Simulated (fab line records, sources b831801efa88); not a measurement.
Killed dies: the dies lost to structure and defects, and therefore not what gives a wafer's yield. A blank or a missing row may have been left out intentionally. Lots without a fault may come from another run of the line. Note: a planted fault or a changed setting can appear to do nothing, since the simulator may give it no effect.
fab line records ; flow sky130 ; part 2 of 2: steps 43 to 43 of 43
record lots=6; wafers=18; lastDay=50
route steps=708 shown METAL3@559 VIA3@573 METAL4@598 PAD_OPEN@708
lots that met no fault: from a run of the same line without faults
startH: start of the lot's first displayed wafer, in hours after the record's first day ; waitH: hours elapsed since this lot's preceding step ; " same as the row above ; L1.1+2: a single row standing in for several wafers ; - value missing, or start not given ; * or withheld: withheld ; < > ~ a bound
route shown NAME@n: names a module that has steps shown in the file, with the first one's number in the route ; usual: average and standard deviation across the fault-free wafers ; same: alike in all rows ; chamber/n: place in a boat ; sites: the reading at each site ; _std_site: the values' standard deviation ; _edge_site: mean of outer sites minus mean of inner sites ; radiusMm: for every site, how far away it sits from the centre of the wafer ; mask NAME#n: copy n ; behind: the tool/chamber that last shaped the wafer ; hold: the reason the lot was held/the length of the hold in hours/how it ended ; device: names the non-switching transistor (n, p or np) ; end of line: the route-end tests of the same wafers ; for a step that has no rows: nothing shown but its recipe ; killed: count of dies lost to structure and defects at first sort (not the wafer's yield) ; map: per-die view of a wafer (x killed, . not killed, _ where there is no die)
set.NAME: the run value of the setting; set.NAME@STEP: its run value at that earlier step ; model.NAME: the simulator's own value behind a step, which no gauge read
lots at some steps of the route; a table a step, a row a wafer
services: when a tool's chamber went out of use (startH, in hours from the record's first day, below 0 if earlier), for how many hours, and the reason
## steps
# step SKY_PAD_OPEN_PROBE_99
# usual defectLimitedYield=82.5/1.8; killed_at_M0_to_M3=43/6.6; killed_at_M4_up=3.2/1.8; killedAtContacts=24/5; killedAtFrontEnd=15/4.5; killedAtOther=0.2/0.46; killedDies=86/8.8; killedOpen=48/6.6; killedShort=38/6.1; sort_bin_3_pad_short=0.8/0.42; sort_bin_5_function=10.4/1.4; sort_bin_6_memory=6.3/1; sortNPass=406/8.8; sortYieldPct=82.5/1.8
# same grossDies=492; killedAtBackSide=0; sort_bin_4_leakage[%]=0; sort_bin_8_speed[%]=0
lot.wafer;tool;chamber;startH;waitH;defectLimitedYield[%];killed_at_M0_to_M3;killed_at_M4_up;killedAtContacts;killedAtFrontEnd;killedAtOther;killedDies;killedOpen;killedShort;sort_bin_3_pad_short[%];sort_bin_5_function[%];sort_bin_6_memory[%];sortNPass;sortYieldPct[%];model.etest.tester.sortNPass;model.etest.tester.sortYieldPct;model.etest.tester.sort_bin_5_pct;model.etest.tester.sort_bin_3_pct
L781.2;prober-02;-;1050.78;0.1;79.3;46;3;33;20;0;102;53;49;1.4;12.4;6.9;390;79.3;390;79.27;12.4;1.423
L781.3;prober-02;-;1050.83;0.2;80.3;47;4;35;11;0;97;58;39;1.2;11.0;7.5;395;80.3;395;80.28;10.98;1.22
L781.5;prober-02;-;1050.93;0.2;78.7;60;2;23;19;1;105;49;56;0.6;11.8;8.9;387;78.7;387;78.66;11.79;0.6098
L783.1;prober-02;-;1090.61;0.1;80.5;46;3;20;27;0;96;47;49;0.6;10.6;8.3;396;80.5;396;80.49;10.57;0.6098
L783.4;prober-02;-;1090.76;0.2;80.7;47;1;23;23;1;95;60;35;0.4;11.8;7.1;397;80.7;397;80.69;11.79;0.4065
L783.5;prober-02;-;1090.81;0.2;81.1;46;2;20;25;0;93;44;49;0.4;11.4;7.1;399;81.1;399;81.1;11.38;0.4065
L794.1;prober-01;-;1178.48;0.1;81.3;50;3;19;20;0;92;45;47;0.8;12.4;5.5;400;81.3;400;81.3;12.4;0.813
L794.4;prober-01;-;1178.63;0.2;83.9;41;3;20;15;0;79;49;30;0;10.6;5.5;413;83.9;413;83.94;10.57;0
L794.5;prober-01;-;1178.68;0.2;82.7;43;2;22;18;0;85;52;33;0.6;8.7;7.9;407;82.7;407;82.72;8.74;0.6098
L793.2;prober-02;-;1182.66;0.1;76.6;71;3;27;14;0;115;45;34;1.4;15.4;6.5;377;76.6;377;76.63;15.45;1.423
L793.4;prober-02;-;1182.76;0.2;76.6;67;3;26;17;2;115;48;30;1.2;16.1;6.1;377;76.6;377;76.63;16.06;1.22
L793.6;prober-02;-;1182.86;0.2;77.2;70;0;23;18;1;112;32;43;2.8;13.4;6.5;380;77.2;380;77.24;13.41;2.846
L795.2;prober-01;-;1183.31;0.1;75.6;78;1;27;14;0;120;47;32;2.0;15.2;7.1;372;75.6;372;75.61;15.24;2.033
L795.4;prober-01;-;1183.41;0.2;76.2;76;4;23;14;0;117;45;36;2.2;14.6;6.9;375;76.2;375;76.22;14.63;2.236
L795.6;prober-01;-;1183.51;0.2;72.8;82;4;37;11;0;134;55;40;2.4;16.5;8.3;358;72.8;358;72.76;16.46;2.439
L801.2;prober-01;-;1194.74;0.1;81.7;48;3;20;19;0;90;44;46;0.8;9.8;7.7;402;81.7;402;81.71;9.756;0.813
L801.3;prober-01;-;1194.79;0.2;81.3;43;4;21;24;0;92;52;40;1.4;11.0;6.3;400;81.3;400;81.3;10.98;1.423
L801.5;prober-01;-;1194.89;0.2;84.3;43;3;17;14;0;77;47;30;0.4;8.9;6.3;415;84.3;415;84.35;8.943;0.4065
# killed by level:class
L781.2 CONTACT:geometricParticle:open=10 VIA1:geometricParticle:open=9 VIA3:geometricParticle:open=9 LOCAL_INTERCONNECT:geometricParticle:short=8 FIELD_ISO:geometricParticle:short=7 VIA2:geometricParticle:short=6 LI_CONTACT:geometricParticle:open=5 CONTACT:geometricParticle:short=5
L781.3 CONTACT:geometricParticle:open=16 VIA3:geometricParticle:open=9 METAL2:geometricParticle:short=7 LI_CONTACT:geometricParticle:open=7 VIA1:geometricParticle:open=7 METAL1:geometricParticle:short=6 VIA2:geometricParticle:open=6 FIELD_ISO:geometricParticle:open=4
L781.5 CONTACT:geometricParticle:open=13 VIA1:geometricParticle:open=11 METAL1:geometricParticle:short=11 FIELD_ISO:geometricParticle:short=9 VIA3:geometricParticle:open=9 VIA1:geometricParticle:short=9 CONTACT:geometricParticle:short=5 METAL2:geometricParticle:short=5
L783.1 VIA1:geometricParticle:open=12 FIELD_ISO:geometricParticle:short=8 CONTACT:geometricParticle:open=7 METAL2:geometricParticle:short=7 CONTACT:geometricParticle:short=6 METAL1:geometricParticle:short=6 POLY_GATE:geometricParticle:open=5 POLY_GATE:geometricParticle:short=5
L783.4 VIA1:geometricParticle:open=15 FIELD_ISO:geometricParticle:open=9 VIA2:geometricParticle:open=9 METAL2:geometricParticle:short=8 CONTACT:geometricParticle:open=7 LI_CONTACT:geometricParticle:open=6 FIELD_ISO:geometricParticle:short=5 VIA1:geometricParticle:short=5
L783.5 VIA1:geometricParticle:open=12 FIELD_ISO:geometricParticle:short=10 CONTACT:geometricParticle:open=7 METAL2:geometricParticle:short=7 POLY_GATE:geometricParticle:open=6 CONTACT:geometricParticle:short=5 VIA2:geometricParticle:short=5 VIA3:geometricParticle:open=5
L794.1 LI_CONTACT:geometricParticle:open=9 FIELD_ISO:geometricParticle:short=7 METAL2:geometricParticle:short=7 VIA3:geometricParticle:open=7 VIA1:geometricParticle:open=6 FIELD_ISO:geometricParticle:open=5 METAL3:geometricParticle:short=5 CONTACT:geometricParticle:open=5
L794.4 VIA3:geometricParticle:open=9 VIA2:geometricParticle:open=7 CONTACT:geometricParticle:open=7 LI_CONTACT:geometricParticle:open=6 POLY_GATE:geometricParticle:open=4 POLY_GATE:geometricParticle:short=4 METAL1:geometricParticle:open=4 METAL1:geometricParticle:short=4
L794.5 VIA1:geometricParticle:open=12 VIA3:geometricParticle:open=10 POLY_GATE:geometricParticle:open=6 LI_CONTACT:geometricParticle:short=6 LI_CONTACT:geometricParticle:open=5 METAL1:geometricParticle:short=5 CONTACT:geometricParticle:open=5 CONTACT:geometricParticle:short=5
L793.2 METAL3:unspecified=36 CONTACT:geometricParticle:open=10 VIA1:geometricParticle:open=10 METAL1:geometricParticle:short=8 LI_CONTACT:geometricParticle:open=6 LOCAL_INTERCONNECT:geometricParticle:short=6 VIA2:geometricParticle:open=6 METAL2:geometricParticle:short=4
L793.4 METAL3:unspecified=37 LI_CONTACT:geometricParticle:open=9 CONTACT:geometricParticle:open=8 VIA2:geometricParticle:open=8 VIA1:geometricParticle:open=6 FIELD_ISO:geometricParticle:open=5 METAL1:geometricParticle:short=4 CONTACT:geometricParticle:short=4
L793.6 METAL3:unspecified=37 METAL2:geometricParticle:short=8 LI_CONTACT:geometricParticle:short=7 CONTACT:geometricParticle:open=7 VIA2:geometricParticle:open=7 VIA1:geometricParticle:open=6 POLY_GATE:geometricParticle:open=5 CONTACT:geometricParticle:short=5
L795.2 METAL3:unspecified=41 CONTACT:geometricParticle:open=13 VIA1:geometricParticle:open=10 CONTACT:geometricParticle:short=6 VIA3:geometricParticle:short=6 FIELD_ISO:geometricParticle:open=5 LI_CONTACT:geometricParticle:open=5 VIA3:geometricParticle:open=5
L795.4 METAL3:unspecified=36 CONTACT:geometricParticle:open=11 VIA1:geometricParticle:open=11 VIA2:geometricParticle:open=6 POLY_GATE:geometricParticle:short=5 LI_CONTACT:geometricParticle:open=5 METAL2:geometricParticle:short=5 METAL3:geometricParticle:short=5
L795.6 METAL3:unspecified=39 CONTACT:geometricParticle:open=16 LI_CONTACT:geometricParticle:open=11 METAL1:geometricParticle:short=7 CONTACT:geometricParticle:short=7 VIA3:geometricParticle:open=7 METAL2:geometricParticle:short=6 VIA2:geometricParticle:open=6
L801.2 VIA1:geometricParticle:open=9 CONTACT:geometricParticle:open=8 VIA2:geometricParticle:open=7 METAL1:geometricParticle:short=6 VIA3:geometricParticle:open=6 FIELD_ISO:geometricParticle:short=5 CONTACT:geometricParticle:short=5 VIA1:geometricParticle:short=5
L801.3 CONTACT:geometricParticle:open=12 VIA1:geometricParticle:short=9 VIA1:geometricParticle:open=9 FIELD_ISO:geometricParticle:open=7 VIA2:geometricParticle:open=7 FIELD_ISO:geometricParticle:short=6 VIA3:geometricParticle:open=5 METAL1:geometricParticle:short=5
L801.5 VIA1:geometricParticle:open=15 CONTACT:geometricParticle:open=7 METAL1:geometricParticle:short=5 VIA2:geometricParticle:open=5 METAL2:geometricParticle:short=4 VIA3:geometricParticle:open=4 VIA3:geometricParticle:short=4 POLY_GATE:geometricParticle:short=3
# map L793.2 (x killed, . not)
__________....x....._________
________.............._______
______xx....x.x......x.x_____
_____....x...xx.xx.xx....____
____..............x.......___
___.x.x........x....x......__
__..x......................._
_.x.x.........x............x.
_..x..x......xx........x.x...
_x..xx..........x.x........x.
_...xx...x..x.............x..
_...x...x.x............x..x..
_...x.............x.......x.x
_x......x.x....x........x....
_.x....x...x..x..x......x....
__.....xxxxx.x....x.x......._
___..x.xxxxxxxx.......xx...__
____.xxxxxxxx..x...xx.....___
_____.xxxxxxx.....xx.....____
______xxxxxx...........x_____
________xx.x....x.x..._______
__________xx.x......_________
# map L795.6 (x killed, . not)
__________.........x_________
________x......x......_______
______...........x......_____
_____.xx.x......x.x.....x____
____....x.x...x.....x.x.xx___
___........x......xx..x....__
__.......x..x....x....xx..x._
_.............x...x..........
_xx.......x..x.....x.........
_.x.x....xx..........xx.x.x..
_.....x.......xx....x........
_x.xx.x..xx.x......xxx....x..
_..x.xx..........x......x....
_...x.xx.xx.x..........x.x...
_......x..x...x.x.x.x....x...
__.x....xxxxx.x.x.....xx..xx_
___..x.xxxxxxx........x...x__
____....xxxxxxx..x........___
_____x.xxxxxxx.x...x..x.x____
______..xxxxx.......x..._____
________.xxxxxx.x...x._______
__________.........x_________
## services
tool;chamber;startH;hours;kind
plasmaAsher-01;-;874.03;6.4;pm
wetBench-04;-;874.37;29.7;pm
rieMetal-03;-;893.75;14.6;pm
plasmaAsher-04;-;916.72;0.7;repair
rieDiel-04;-;924.58;14.6;pm
rieDiel-04;1;942.26;2.4;repair
rieDiel-01;0;943.99;6.9;repair
rieMetal-03;-;957.29;10.0;pm
rieDiel-04;2;960.06;7.6;repair
rieDiel-01;-;971.53;2.8;pm
pvdSputter-02;-;974.43;3.5;repair
pvdSputter-03;-;977.65;3.0;repair
pvdSputter-02;-;980.73;1.7;repair
rieMetal-04;-;989.88;2.2;repair
wetBench-01;-;991.57;1.7;repair
wetBench-04;-;994.38;1.1;repair
rieDiel-02;-;1016.33;2.8;pm
pvdSputter-02;-;1018.61;3.8;repair
plasmaAsher-01;-;1022.95;4.7;repair
rieDiel-01;3;1032.83;9.1;repair
rieDiel-01;-;1034.31;6.4;repair
rieMetal-03;-;1042.06;2.8;pm
plasmaAsher-01;-;1047.35;2.8;pm
rieMetal-04;0;1048.29;6.2;repair
## key
firstSign step=SKY_PAD_OPEN_PROBE_99; reading=killed_at_M0_to_M3; direction=up; sigmas=4.7; usual=43; struck=74
effect step=SKY_PAD_OPEN_PROBE_99; reading=defectLimitedYield; direction=down; sigmas=3.7; usual=82.5; struck=75.8
modelEffect step=SKY_PAD_OPEN_PROBE_99; value=etest.tester.sortNPass; without=404.5; struck=373.2
metAt SKY_METAL3_CLEAN_21
struckWafers L793.2,L793.4,L793.6,L795.2,L795.4,L795.6
onsetBetween 870.53 1035.99
alsoFits SKY_METAL4_SPUTTER_02:pvdSputter-02
fault kind=chamberParticleSource; tool=wetBench-04; chamber=-; onsetH=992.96; steps=SKY_METAL3_CLEAN_21; ratePerVisitCm2=0.37994; endH=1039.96
